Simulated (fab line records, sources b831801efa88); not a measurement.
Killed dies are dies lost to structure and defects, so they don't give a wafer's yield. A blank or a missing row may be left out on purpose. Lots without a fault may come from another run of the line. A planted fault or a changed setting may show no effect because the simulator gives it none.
fab line records | flow sfq_line
record lots=5 wafers=23
route steps=325 shown M5@199 R5@213 I5@233 C5@247 M6@255 I6@270
start_h: hours from the record's first day to the start of the lot's first wafer shown | wait_h: hours since the lot's step before | " the same as in the row above | L1.1+2: a row that stands for several wafers | - no value, or no start given | * or withheld: withheld | < > ~ a bound
route shown NAME@n: a module of which the file shows steps, and the number in the route of the first | usual: mean/standard deviation of fault-free wafers | same: alike in all rows | chamber/n: place in a boat | sites: the reading at each site | _std_site: their standard deviation | _edge_site: outer sites' mean less inner sites' | radius_mm: how far each site lies from the wafer's centre | mask NAME#n: copy n | behind: the tool/chamber that last shaped the wafer | hold: why the lot was held/for how many hours/how that ended | device: the transistor (n, p or np) that didn't switch | end of line: the same wafers' tests at the end of the route | a step without rows: its recipe alone | killed: dies lost to structure and defects at the first sort, not the wafer's yield | map: a wafer's dies, x killed, . not, _ none there
set.NAME: the setting as run; set.NAME@STEP: as run at that earlier step | model.NAME: the simulator's own value behind a step, which no gauge read
lots whose settings were changed on purpose; a table a step, a row a wafer
## steps
# step SFQ_TRILAYER_M5_LITHO_COAT_123
# recipe resist=KrF spin_rpm=3000 resist_thk_nm=600
# columns lot.wafer tool chamber start_h wait_h set.resist_thk_nm model.KrF_of_TRILAYER_M5_LITHO_COAT_123.thk_nm
L077.1 litho_track-01 0 1359.36 0.2 600 600.6
L077.2 " 0 " " 564.7 564.8
L077.3 " 0 " " 564.7 564.2
L077.4 " 0 " " 600 599.1
L077.5 " 0 " " 600 599.2
L078.1 litho_track-04 0 1363.01 0.2 600 598.3
L078.2 " 0 " " 573.3 572.8
L078.3 " 0 " " 600 598.5
L078.4 " 0 " " 600 599.4
L078.6 " 0 " " 573.3 575.2
L079.1 litho_track-01 0 1387.01 0.2 600 600.4
L079.2 " 0 " " 629.5 628.8
L079.3 " 0 " " 629.5 628.6
L079.4 " 0 " " 600 599.1
L079.6 " 0 " " 600 599.4
L081.1 litho_track-01 0 1401.53 0.2 600 602
L081.2 " 0 " " 600 602.2
L081.4 " 0 " " 600 600.3
L081.5 " 0 " " 600 600.4
L081.6 " 0 " " 600 599.8
L085.3+6 litho_track-04 0 1419.40 0.2 600 602.6
L085.4 " 0 " " 600 602.2
# step SFQ_TRILAYER_M5_LITHO_SOFTBAKE_127
# recipe temp_c=withheld time_s=withheld resist=KrF
# step SFQ_TRILAYER_M5_LITHO_EXPOSE_124
# recipe mask_id=M5 na=0.6 source_shape=conventional sigma_outer=0.65 target_cd_nm=700 dose_mj=14.4
# step SFQ_TRILAYER_M5_LITHO_DEVELOP_125
# recipe time_s=60 resist=KrF
# step SFQ_TRILAYER_M5_BARC_OPEN_METAL_ETCH_161
# recipe mask_material=PR chemistry=O2 target_depth_nm=125 target=BARC icp_w=600 bias_w=80 pressure_mtorr=10 time_s=41.7
# columns lot.wafer tool chamber start_h wait_h set.resist_thk_nm@TRILAYER_M5_LITHO_COAT_123 model.KrF_of_TRILAYER_M5_LITHO_COAT_123.thk_nm
L077.1 rie_metal-03 1 1466.47 0.0 600 523.5
L077.2 " 0 " " 564.7 488.2
L077.3 " 1 " " 564.7 487
L077.4 " 0 " " 600 522.6
L077.5 " 1 " " 600 522.4
L078.1 rie_metal-03 0 1468.87 0.0 600 521
L078.2 " 1 " " 573.3 494.6
L078.3 " 0 " " 600 520.5
L078.4 " 1 " " 600 521.8
L078.6 " 1 " " 573.3 497.5
L079.1 rie_metal-04 1 1478.47 0.0 600 523.6
L079.2 " 0 " " 629.5 551.5
L079.3 " 1 " " 629.5 551.4
L079.4 " 0 " " 600 522
L079.6 " 1 " " 600 522.3
L081.1 rie_metal-03 0 1494.39 0.0 600 525.3
L081.2 " 1 " " 600 525.2
L081.4 " 0 " " 600 523.5
L081.5 " 1 " " 600 523.4
L081.6 " 0 " " 600 523
L085.3 rie_metal-03 0 1506.41 0.0 600 525.2
L085.4 " 1 " " 600 524.7
L085.6 " 0 " " 600 524.9
# step SFQ_TRILAYER_M5_ETCH_METAL_ETCH_126
# recipe target=Nb stop_on=SiO2 mask_material=PR over_etch_frac=0.15 time_s=203.2 chemistry=Cl2/BCl3 target_depth_nm=265 icp_w=600 bias_w=80 pressure_mtorr=10
# columns lot.wafer tool chamber start_h wait_h set.time_s set.power_w@TRILAYER_JJ_TRILAYER_DEP_SPUTTER_109 set.resist_thk_nm@TRILAYER_M5_LITHO_COAT_123 model.KrF_of_TRILAYER_M5_LITHO_COAT_123.thk_nm model.SiO2_of_TRILAYER_I4_DEP_PECVD_099.thk_nm model.M5.feature_depth_nm
L077.1 rie_metal-03 1 1466.53 0.0 220.1 2000 600 358.3 177.7 164.1
L077.2 " 0 " " 220.1 1939 564.7 322.9 178.3 160.9
L077.3 " 1 " " 203.2 2000 564.7 333.4 181.1 161.4
L077.4 " 0 " " 203.2 1939 600 371.3 180.6 157.3
L077.5 " 1 " " 203.2 1939 600 370.1 181.3 158.2
L078.1 rie_metal-03 0 1468.93 0.0 203.2 2000 600 369.3 180.1 162.7
L078.2 " 1 " " 229.1 2094 573.3 323.1 176.2 171.7
L078.3 " 0 " " 203.2 2000 600 369.5 179.9 162
L078.4 " 1 " " 229.1 2094 600 350.1 176.6 171.3
L078.6 " 1 " " 229.1 2000 573.3 326.7 175.6 164.9
L079.1 rie_metal-04 1 1478.53 0.0 203.2 2000 600 369.9 179.2 161.2
L079.2 " 0 " " 203.2 2068 629.5 398.1 180.1 165.4
L079.3 " 1 " " 184.3 2068 629.5 412.6 180.8 162.9
L079.4 " 0 " " 184.3 2068 600 382.4 181.4 163.9
L079.6 " 1 " " 184.3 2000 600 384.5 180.5 160.4
L081.1 rie_metal-03 0 1494.45 0.0 203.2 2000 600 372.7 180.2 162.3
L081.2 " 1 " " 203.2 1866 600 372.1 180.2 150.6
L081.4 " 0 " " 184.9 2000 600 384.7 180.6 159.6
L081.5 " 1 " " 184.9 2000 600 384.6 182.4 159.8
L081.6 " 0 " " 203.2 1866 600 370.2 180.8 150.4
L085.3 rie_metal-03 0 1506.51 0.1 203.2 2000 600 373 178.7 161.4
L085.4 " 1 " " 203.2 2000 600 374.1 178 162.6
L085.6 " 0 " " 203.2 2000 600 372.2 179 162.4
# step SFQ_TRILAYER_R5_DEP_SPUTTER_133
# recipe material=MoNx base_pressure_pa=1.33e-06 target_thk_nm=40 power_w=1000 time_s=66.7 chamber_pressure_pa=0.4
# columns lot.wafer tool chamber start_h wait_h set.time_s model.MoNx_of_TRILAYER_R5_DEP_SPUTTER_133.thk_nm
L077.1 pvd_sputter-04 - 1511.59 0.0 66.7 40.23
L077.2 " - " " 60.71 36.45
L077.3 " - " " 60.71 37.09
L077.4 " - " " 66.7 40.22
L077.5 " - " " 60.71 36.75
L078.1 pvd_sputter-03 - 1511.61 0.0 66.7 40.2
L078.2 " - " " 66.7 39.91
L078.3 " - " " 66.7 40.02
L078.4 " - " " 66.7 39.69
L078.6 " - " " 66.7 40.1
L079.1 pvd_sputter-04 - 1523.59 0.0 66.7 39.62
L079.2 " - " " 58.73 34.81
L079.3 " - " " 58.73 35.02
L079.4 " - " " 58.73 34.87
L079.6 " - " " 66.7 39.73
L081.1 pvd_sputter-06 - 1544.59 0.0 56.77 34.02
L081.2 " - " " 66.7 39.97
L081.4 " - " " 56.77 34.08
L081.5 " - " " 56.77 34.4
L081.6 " - " " 66.7 40.52
L085.3 pvd_sputter-04 - 1559.59 0.0 66.7 40.45
L085.4 " - " " 66.7 41.07
L085.6 " - " " 66.7 40.65
# step SFQ_TRILAYER_R5_DEP_SPUTTER_134
# recipe material=Ti base_pressure_pa=1.33e-06 target_thk_nm=5 power_w=2062 time_s=5 chamber_pressure_pa=0.4
# step SFQ_R5_RS_MEAS_933
# recipe thk_meas_gauge=four-point-probe reads=Ti_of_TRILAYER_R5_DEP_SPUTTER_134+MoNx_of_TRILAYER_R5_DEP_SPUTTER_133+Ti_of_TRILAYER_R5_DEP_SPUTTER_132
# usual R5_MONX_RS=7.04/0.067
# columns lot.wafer tool chamber start_h wait_h set.time_s@TRILAYER_R5_DEP_SPUTTER_133 R5_MONX_RS[ohm/sq]
L077.1 film_metro-01 - 1511.66 0.0 66.7 7.00
L077.2 " - " " 60.71 7.69
L077.3 " - " " 60.71 7.57
L077.4 " - " " 66.7 7.00
L077.5 " - " " 60.71 7.61
L078.1 film_metro-03 - 1511.68 0.0 66.7 7.00
L078.2 " - " " 66.7 7.05
L078.3 " - " " 66.7 7.03
L078.4 " - " " 66.7 7.09
L078.6 " - " " 66.7 7.02
L079.1 film_metro-01 - 1523.66 0.0 66.7 7.10
L079.2 " - " " 58.73 8.02
L079.3 " - " " 58.73 7.99
L079.4 " - " " 58.73 8.01
L079.6 " - " " 66.7 7.10
L081.1 film_metro-01 - 1544.66 0.0 56.77 8.21
L081.2 " - " " 66.7 7.04
L081.4 " - " " 56.77 8.17
L081.5 " - " " 56.77 8.11
L081.6 " - " " 66.7 6.95
L085.3 film_metro-01 - 1559.70 0.0 66.7 6.96
L085.4 " - " " 66.7 6.87
L085.6 " - " " 66.7 6.91
# step SFQ_R5_THK_MEAS_934
# recipe thk_meas_gauge=xrf reads=MoNx_of_TRILAYER_R5_DEP_SPUTTER_133
# usual R5_MONX_THK=40.2/0.48
# columns lot.wafer tool chamber start_h wait_h set.time_s@TRILAYER_R5_DEP_SPUTTER_133 R5_MONX_THK[nm]
L077.1 film_metro-01 - 1511.78 0.1 66.7 40.6
L077.2 " - " " 60.71 36.8
L077.3 " - " " 60.71 37.3
L077.4 " - " " 66.7 40.7
L077.5 " - " " 60.71 37.0
L078.1 film_metro-03 - 1511.80 0.1 66.7 40.3
L078.2 " - " " 66.7 39.7
L078.3 " - " " 66.7 40.1
L078.4 " - " " 66.7 39.6
L078.6 " - " " 66.7 39.9
L079.1 film_metro-01 - 1523.78 0.1 66.7 40.0
L079.2 " - " " 58.73 34.9
L079.3 " - " " 58.73 35.5
L079.4 " - " " 58.73 35.1
L079.6 " - " " 66.7 40.0
L081.1 film_metro-01 - 1544.78 0.1 56.77 34.1
L081.2 " - " " 66.7 40.1
L081.4 " - " " 56.77 34.2
L081.5 " - " " 56.77 34.6
L081.6 " - " " 66.7 40.5
L085.3 film_metro-01 - 1559.80 0.1 66.7 40.6
L085.4 " - " " 66.7 41.0
L085.6 " - " " 66.7 40.6
# step SFQ_TRILAYER_R5_LITHO_COAT_141
# recipe resist=BARC spin_rpm=3000 resist_thk_nm=62
# columns lot.wafer tool chamber start_h wait_h set.spin_rpm model.BARC_of_TRILAYER_R5_LITHO_COAT_141.thk_nm
L077.1 litho_track-01 0 1511.84 0.1 3000 62
L077.2 " 0 " " 3000 61.9
L077.3 " 0 " " 3000 62.01
L077.4 " 0 " " 3000 62.02
L077.5 " 0 " " 3000 62.16
L078.1 litho_track-02 0 1511.86 0.1 3000 62.11
L078.2 " 0 " " 3000 62.22
L078.3 " 0 " " 3000 62.23
L078.4 " 0 " " 3000 62.21
L078.6 " 0 " " 3000 62.1
L079.1 litho_track-03 0 1523.84 0.1 3000 62.14
L079.2 " 0 " " 3000 62.21
L079.3 " 0 " " 3058 61.45
L079.4 " 0 " " 3058 61.44
L079.6 " 0 " " 3000 62.15
L081.1 litho_track-03 0 1544.84 0.1 3000 61.78
L081.2 " 0 " " 3168 60.18
L081.4 " 0 " " 3168 59.97
L081.5 " 0 " " 3168 60.04
L081.6 " 0 " " 3000 61.69
L085.3 litho_track-02 0 1559.94 0.1 3000 62.33
L085.4 " 0 " " 3000 62.21
L085.6 " 0 " " 3000 62.26
# step SFQ_TRILAYER_I5_LITHO_PEB_147
# recipe peb_temp_c=115 peb_time_s=60 resist=KrF
# columns lot.wafer tool chamber start_h wait_h set.peb_temp_c
L077.1+2+3+4+5 litho_track-02 0 1529.25 1.0 115
L078.1+2+6 litho_track-02 0 1532.26 1.0 112.8
L078.3+4 " 0 " " 115
L079.1+2+4 litho_track-01 0 1545.46 1.0 115
L079.3+6 " 0 " " 113.1
L081.1+4 litho_track-02 0 1572.82 1.0 115
L081.2+5+6 " 0 " " 111.5
L085.3+4+6 litho_track-04 0 1593.27 0.7 115
# step SFQ_TRILAYER_I5_BARC_OPEN_VIA_ETCH_200
# recipe mask_material=PR chemistry=O2 target_depth_nm=125 target=BARC source_w=500 bias_w=80 pressure_mtorr=30 time_s=41.7
# usual oes_product_au=0.688/0.0037
# columns lot.wafer tool chamber start_h wait_h set.time_s set.peb_temp_c@TRILAYER_I5_LITHO_PEB_147 oes_product_au model.I5.cd_nm model.KrF_of_TRILAYER_I5_LITHO_COAT_144.thk_nm
L077.1 rie_diel-02 3 1529.59 0.0 44.42 115 0.686 697.2 569.3
L077.2 " 0 " " 44.42 115 0.682 699.6 570.1
L077.3 " 1 " " 41.7 115 0.689 698.3 572.1
L077.4 " 2 " " 41.7 115 0.693 699.3 574.7
L077.5 " 1 " " 44.42 115 0.679 698.5 569.2
L078.1 rie_diel-02 3 1532.60 0.0 41.7 112.8 0.691 653.1 575.7
L078.2 " 2 " " 41.7 112.8 0.685 654.4 574
L078.3 " 1 " " 41.7 115 0.686 697.7 574.4
L078.4 " 0 " " 41.7 115 0.691 698.3 573.2
L078.6 " 0 " " 41.7 112.8 0.687 654.8 574.7
L079.1 rie_diel-02 0 1545.80 0.0 41.7 115 0.692 698.1 573.6
L079.2 " 2 " " 46.25 115 0.674 700.2 568.8
L079.3 " 3 " " 46.25 113.1 0.669 661.1 567.2
L079.4 " 1 " " 41.7 115 0.691 700 573.3
L079.6 " 0 " " 41.7 113.1 0.690 661.6 572.9
L081.1 rie_diel-02 1 1573.16 0.0 41.7 115 0.683 699.4 570.4
L081.2 " 3 " " 41.7 111.5 0.686 624.8 571.8
L081.4 " 2 " " 41.7 115 0.689 701.4 571.3
L081.5 " 0 " " 41.7 111.5 0.688 627.4 572.7
L081.6 " 3 " " 41.7 111.5 0.681 626 571
L085.3 rie_diel-02 0 1593.56 0.0 41.7 115 0.689 699.7 573.9
L085.4 " 1 " " 41.7 115 0.680 698.7 572.9
L085.6 " 3 " " 41.7 115 0.690 699.3 573.4
# step SFQ_TRILAYER_C5_BARC_OPEN_VIA_ETCH_210
# recipe mask_material=PR chemistry=O2 target_depth_nm=125 target=BARC source_w=500 bias_w=80 pressure_mtorr=30 time_s=41.7
# columns lot.wafer tool chamber start_h wait_h set.source_w model.KrF_of_TRILAYER_C5_LITHO_COAT_151.thk_nm
L077.1 rie_diel-04 2 1541.00 0.0 539.1 566.8
L077.2 " 1 " " 539.1 564.9
L077.3 " 3 " " 539.1 565.4
L077.4 " 0 " " 500 569.6
L077.5 " 1 " " 500 570.7
L078.1 rie_diel-04 1 1544.60 0.0 500 572.7
L078.2 " 2 " " 500 572.8
L078.3 " 0 " " 500 572
L078.4+6 " 3,1 " " 523.4 570.7
L079.1 rie_diel-02 3 1560.00 0.0 500 568.1
L079.2 " 1 " " 500 569.1
L079.3 " 2 " " 500 570.4
L079.4 " 2 " " 536.9 566.6
L079.6 " 3 " " 536.9 566.3
L081.1 rie_diel-02 1 1589.96 0.0 500 567.8
L081.2 " 0 " " 500 568.7
L081.4+5 " 3 " " 472.8 570.3
L081.6 " 2 " " 472.8 571.8
L085.3 rie_diel-02 3 1617.11 0.0 500 569.4
L085.4 " 2 " " 500 567.7
L085.6 " 0 " " 500 568.5
# step SFQ_TRILAYER_C5_ETCH_VIA_ETCH_154
# recipe target=SiO2 mask_material=PR chemistry=CHF3 target_depth_nm=84 source_w=500 bias_w=80 pressure_mtorr=30 time_s=withheld stop_on=Nb
# columns lot.wafer tool chamber start_h wait_h set.source_w@TRILAYER_C5_BARC_OPEN_VIA_ETCH_210 model.KrF_of_TRILAYER_C5_LITHO_COAT_151.thk_nm
L077.1 rie_diel-04 2 1541.04 0.0 539.1 552.6
L077.2 " 1 " " 539.1 550.4
L077.3 " 3 " " 539.1 550.8
L077.4 " 0 " " 500 555.2
L077.5 " 1 " " 500 556.4
L078.1+2 rie_diel-04 1,2 1544.64 0.0 500 558.4
L078.3 " 0 " " 500 557.7
L078.4 " 3 " " 523.4 556
L078.6 " 1 " " 523.4 556.4
L079.1 rie_diel-02 3 1560.04 0.0 500 553.8
L079.2 " 1 " " 500 554.7
L079.3 " 2 " " 500 556
L079.4 " 2 " " 536.9 552.4
L079.6 " 3 " " 536.9 551.9
L081.1 rie_diel-02 1 1590.00 0.0 500 553.4
L081.2 " 0 " " 500 554.4
L081.4 " 3 " " 472.8 556.1
L081.5 " 3 " " 472.8 556
L081.6 " 2 " " 472.8 557.6
L085.3 rie_diel-02 3 1617.15 0.0 500 555.1
L085.4 " 2 " " 500 553.4
L085.6 " 0 " " 500 554.1
# step SFQ_TRILAYER_M6_LITHO_COAT_164
# recipe resist=BARC spin_rpm=3000 resist_thk_nm=62
# columns lot.wafer tool chamber start_h wait_h set.spin_rpm model.BARC_of_TRILAYER_M6_LITHO_COAT_164.thk_nm
L077.1 litho_track-01 0 1542.16 0.1 3000 62.1
L077.2 " 0 " " 2829 63.92
L077.3 " 0 " " 2829 63.83
L077.4 " 0 " " 3000 62.03
L077.5 " 0 " " 3000 62.15
L078.1 litho_track-03 0 1545.76 0.1 3000 62.07
L078.2 " 0 " " 3211 60.09
L078.3 " 0 " " 3211 60.17
L078.4 " 0 " " 3000 62.13
L078.6 " 0 " " 3211 60.02
L079.1 litho_track-03 0 1561.36 0.1 3107 60.92
L079.2 " 0 " " 3000 62.05
L079.3 " 0 " " 3107 60.94
L079.4 " 0 " " 3107 61.01
L079.6 " 0 " " 3000 61.98
L081.1+4 litho_track-03 0 1591.12 0.1 3000 62.11
L081.2 " 0 " " 3000 62.21
L081.5 " 0 " " 2880 63.35
L081.6 " 0 " " 2880 63.51
L085.3 litho_track-04 0 1618.37 0.1 3000 61.97
L085.4 " 0 " " 3000 61.98
L085.6 " 0 " " 3000 62.05
# step SFQ_TRILAYER_I6_VIA_LITHO_COAT_174
# recipe resist=BARC spin_rpm=3000 resist_thk_nm=62
# columns lot.wafer tool chamber start_h wait_h set.spin_rpm model.BARC_of_TRILAYER_I6_VIA_LITHO_COAT_174.thk_nm
L077.1 litho_track-01 0 1609.87 1.1 3159 60.24
L077.2 " 0 " " 3159 60.17
L077.3 " 0 " " 3000 61.92
L077.4 " 0 " " 3159 60.03
L077.5 " 0 " " 3000 61.85
L078.1+4 litho_track-02 0 1616.71 1.0 3000 62.23
L078.2 " 0 " " 3000 62.2
L078.3 " 0 " " 3000 62.27
L078.6 " 0 " " 3000 62.17
L079.1 litho_track-02 0 1625.94 1.0 3000 62.14
L079.2+3 " 0 " " 3000 62.17
L079.4 " 0 " " 3000 62.18
L079.6 " 0 " " 3000 62.4
L081.1+6 litho_track-01 0 1646.94 1.0 3000 62.05
L081.2 " 0 " " 3000 61.91
L081.4 " 0 " " 3175 60.13
L081.5 " 0 " " 3175 60.22
L085.3 litho_track-03 0 1671.04 0.7 3000 62.09
L085.4 " 0 " " 3000 62
L085.6 " 0 " " 3000 62.44
# step SFQ_TRILAYER_I6_VIA_LITHO_COAT_169
# recipe resist=KrF spin_rpm=3000 resist_thk_nm=650
# columns lot.wafer tool chamber start_h wait_h set.resist_thk_nm model.KrF_of_TRILAYER_I6_VIA_LITHO_COAT_169.thk_nm
L077.1 litho_track-01 0 1610.17 0.2 650 650.1
L077.2 " 0 " " 661.8 663.1
L077.3 " 0 " " 661.8 659.3
L077.4 " 0 " " 661.8 661.6
L077.5 " 0 " " 650 648.6
L078.1 litho_track-02 0 1617.01 0.2 668.7 667.2
L078.2 " 0 " " 650 650.3
L078.3 " 0 " " 650 647.4
L078.4 " 0 " " 650 650
L078.6 " 0 " " 668.7 668.5
L079.1 litho_track-02 0 1626.24 0.2 670.5 670.5
L079.2 " 0 " " 650 650.4
L079.3 " 0 " " 650 650.5
L079.4 " 0 " " 670.5 670
L079.6 " 0 " " 650 651.9
L081.1 litho_track-01 0 1647.24 0.2 627.4 628
L081.2 " 0 " " 627.4 629.7
L081.4 " 0 " " 650 649.2
L081.5 " 0 " " 627.4 626.2
L081.6 " 0 " " 650 650.9
L085.3 litho_track-03 0 1671.34 0.2 650 654.1
L085.4 " 0 " " 650 652.6
L085.6 " 0 " " 650 653.6
# step SFQ_TRILAYER_I6_VIA_LITHO_SOFTBAKE_173
# recipe temp_c=withheld time_s=withheld resist=KrF
# step SFQ_TRILAYER_I6_VIA_LITHO_EXPOSE_170
# recipe mask_id=I6 na=0.6 source_shape=conventional sigma_outer=0.65 target_cd_nm=700 dose_mj=21.3
# step SFQ_TRILAYER_I6_VIA_LITHO_DEVELOP_171
# recipe time_s=60 resist=KrF
# step SFQ_TRILAYER_I6_VIA_BARC_OPEN_VIA_ETCH_235
# recipe mask_material=PR chemistry=O2 target_depth_nm=125 target=BARC source_w=500 bias_w=80 pressure_mtorr=30 time_s=41.7
# columns lot.wafer tool chamber start_h wait_h set.resist_thk_nm@TRILAYER_I6_VIA_LITHO_COAT_169 model.KrF_of_TRILAYER_I6_VIA_LITHO_COAT_169.thk_nm
L077.1 rie_diel-01 0 1678.12 0.0 650 572.4
L077.2 " 3 " " 661.8 585.4
L077.3 " 1 " " 661.8 582.3
L077.4 " 1 " " 661.8 584.4
L077.5 " 0 " " 650 570.9
L078.1 rie_diel-01 1 1685.32 0.0 668.7 590.4
L078.2 " 0 " " 650 572.9
L078.3 " 3 " " 650 569.4
L078.4 " 1 " " 650 573.5
L078.6 " 0 " " 668.7 591.2
L079.1 rie_diel-04 1 1696.12 0.0 670.5 593.6
L079.2 " 3 " " 650 573.3
L079.3 " 0 " " 650 574.1
L079.4 " 2 " " 670.5 593.4
L079.6 " 3 " " 650 574.4
L081.1 rie_diel-04 3 1727.87 0.0 627.4 550.2
L081.2 " 1 " " 627.4 552.5
L081.4 " 0 " " 650 571.6
L081.5 " 3 " " 627.4 548.2
L081.6 " 2 " " 650 573.3
L085.3 rie_diel-03 1 1753.07 0.0 650 577.6
L085.4 " 0 " " 650 576
L085.6 " 3 " " 650 577
## key
split step=SFQ_TRILAYER_M5_LITHO_COAT_123 setting=resist_thk_nm stated=600 by=wafer
response step=SFQ_TRILAYER_M5_LITHO_COAT_123 reading=model.KrF_of_TRILAYER_M5_LITHO_COAT_123.thk_nm change=+5.85 per=1% r=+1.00
response step=SFQ_TRILAYER_M5_BARC_OPEN_METAL_ETCH_161 reading=model.KrF_of_TRILAYER_M5_LITHO_COAT_123.thk_nm change=+5.86 per=1% r=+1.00
response step=SFQ_TRILAYER_M5_ETCH_METAL_ETCH_126 reading=model.KrF_of_TRILAYER_M5_LITHO_COAT_123.thk_nm change=+6.68 per=1% r=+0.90
split step=SFQ_TRILAYER_M5_ETCH_METAL_ETCH_126 setting=time_s stated=203.2 by=wafer
response step=SFQ_TRILAYER_M5_ETCH_METAL_ETCH_126 reading=model.SiO2_of_TRILAYER_I4_DEP_PECVD_099.thk_nm change=-0.241 per=1% r=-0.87
response step=SFQ_TRILAYER_M5_ETCH_METAL_ETCH_126 reading=model.KrF_of_TRILAYER_M5_LITHO_COAT_123.thk_nm slope=-1.45 per=1% together_with=resist_thk_nm@TRILAYER_M5_LITHO_COAT_123 explained=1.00
split step=SFQ_TRILAYER_R5_DEP_SPUTTER_133 setting=time_s stated=66.7 by=wafer
response step=SFQ_TRILAYER_R5_DEP_SPUTTER_133 reading=model.MoNx_of_TRILAYER_R5_DEP_SPUTTER_133.thk_nm change=+0.401 per=1% r=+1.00
response step=SFQ_R5_RS_MEAS_933 reading=R5_MONX_RS change=-0.0757 per=1% r=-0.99
response step=SFQ_R5_THK_MEAS_934 reading=R5_MONX_THK change=+0.404 per=1% r=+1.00
split step=SFQ_TRILAYER_R5_LITHO_COAT_141 setting=spin_rpm stated=3000 by=wafer
response step=SFQ_TRILAYER_R5_LITHO_COAT_141 reading=model.BARC_of_TRILAYER_R5_LITHO_COAT_141.thk_nm change=-0.306 per=1% r=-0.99
split step=SFQ_TRILAYER_I5_LITHO_PEB_147 setting=peb_temp_c stated=115 by=wafer
response step=SFQ_TRILAYER_I5_BARC_OPEN_VIA_ETCH_200 reading=model.I5.cd_nm change=+23.8 per=1% r=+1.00
split step=SFQ_TRILAYER_I5_BARC_OPEN_VIA_ETCH_200 setting=time_s stated=41.7 by=wafer
response step=SFQ_TRILAYER_I5_BARC_OPEN_VIA_ETCH_200 reading=oes_product_au change=-0.00165 per=1% r=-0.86
response step=SFQ_TRILAYER_I5_BARC_OPEN_VIA_ETCH_200 reading=model.KrF_of_TRILAYER_I5_LITHO_COAT_144.thk_nm change=-0.508 per=1% r=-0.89
split step=SFQ_TRILAYER_C5_BARC_OPEN_VIA_ETCH_210 setting=source_w stated=500 by=wafer
response step=SFQ_TRILAYER_C5_BARC_OPEN_VIA_ETCH_210 reading=model.KrF_of_TRILAYER_C5_LITHO_COAT_151.thk_nm change=-0.462 per=1% r=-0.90
response step=SFQ_TRILAYER_C5_ETCH_VIA_ETCH_154 reading=model.KrF_of_TRILAYER_C5_LITHO_COAT_151.thk_nm change=-0.474 per=1% r=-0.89
split step=SFQ_TRILAYER_M6_LITHO_COAT_164 setting=spin_rpm stated=3000 by=wafer
response step=SFQ_TRILAYER_M6_LITHO_COAT_164 reading=model.BARC_of_TRILAYER_M6_LITHO_COAT_164.thk_nm change=-0.3 per=1% r=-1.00
split step=SFQ_TRILAYER_I6_VIA_LITHO_COAT_174 setting=spin_rpm stated=3000 by=wafer
response step=SFQ_TRILAYER_I6_VIA_LITHO_COAT_174 reading=model.BARC_of_TRILAYER_I6_VIA_LITHO_COAT_174.thk_nm change=-0.32 per=1% r=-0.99
split step=SFQ_TRILAYER_I6_VIA_LITHO_COAT_169 setting=resist_thk_nm stated=650 by=wafer
response step=SFQ_TRILAYER_I6_VIA_LITHO_COAT_169 reading=model.KrF_of_TRILAYER_I6_VIA_LITHO_COAT_169.thk_nm change=+6.34 per=1% r=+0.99
response step=SFQ_TRILAYER_I6_VIA_BARC_OPEN_VIA_ETCH_235 reading=model.KrF_of_TRILAYER_I6_VIA_LITHO_COAT_169.thk_nm change=+6.41 per=1% r=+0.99
split outside_this_file step=SFQ_TRILAYER_JJ_TRILAYER_DEP_SPUTTER_109 setting=power_w
# split outside_this_file: this setting was split too, and the file shows its column; the key of that split is in another file
